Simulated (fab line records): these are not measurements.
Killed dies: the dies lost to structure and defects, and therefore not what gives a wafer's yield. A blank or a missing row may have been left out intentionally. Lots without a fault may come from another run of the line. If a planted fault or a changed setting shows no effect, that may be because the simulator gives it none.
A single fault, viewed from 2 desks + flow gf180mcu + only its own numbers are on each desk; what lay behind them is given at the end

TOOL OWNER'S DESK, pvd-sputter-02
At GF_MIM_SPUTTER_01 (material TiN, target thk 30 nm, time 25 s) the tool's own readings: per lot run on this tool, the mean of the sampled wafers that have a number. Any lot whose mean is over 4 standard deviations away from the usual mean is out of limits and marked OUT; that distance is given in the brackets.
Columns: A = throttle-valve-pct at GF_MIM_SPUTTER_01, usual 29.9 %
| lot  | first seen here | A    |
|------|-----------------|------|
| L883 | day 25 15:17    | 29.3 |
| L895 | day 28 18:40    | 29.8 |
This desk's verdict: no lot among the 2 shows anything out of limits.

THE METROLOGY DESK
Means of the sampled wafers that have a number, per lot and without regard to the tool the lot ran on: this is what the gauges read. Any lot whose mean is over 4 standard deviations away from the usual mean is out of limits and marked OUT; that distance is given in the brackets.
Columns: A = V4_W_RS at GF_V4_RS_MEAS_24, usual 0.330 ohm/sq; B = V4_W_THK at GF_V4_THK_MEAS_25, usual 342 nm
| lot  | first seen here | A     | B   |
|------|-----------------|-------|-----|
| L883 | day 25 14:43    | 0.329 | 351 |
| L885 | day 25 19:31    | 0.330 | 341 |
| L895 | day 28 18:06    | 0.331 | 339 |
| L899 | day 30 04:59    | 0.331 | 342 |
| L903 | day 31 01:59    | 0.331 | 338 |
This desk's verdict: no lot among the 5 shows anything out of limits.

ALL TOGETHER
The desk of the tool owner found nothing out of limits.
At the metrology desk, nothing out of limits was observed.

WHAT HAD BEEN PUT IN BY THE SIMULATOR
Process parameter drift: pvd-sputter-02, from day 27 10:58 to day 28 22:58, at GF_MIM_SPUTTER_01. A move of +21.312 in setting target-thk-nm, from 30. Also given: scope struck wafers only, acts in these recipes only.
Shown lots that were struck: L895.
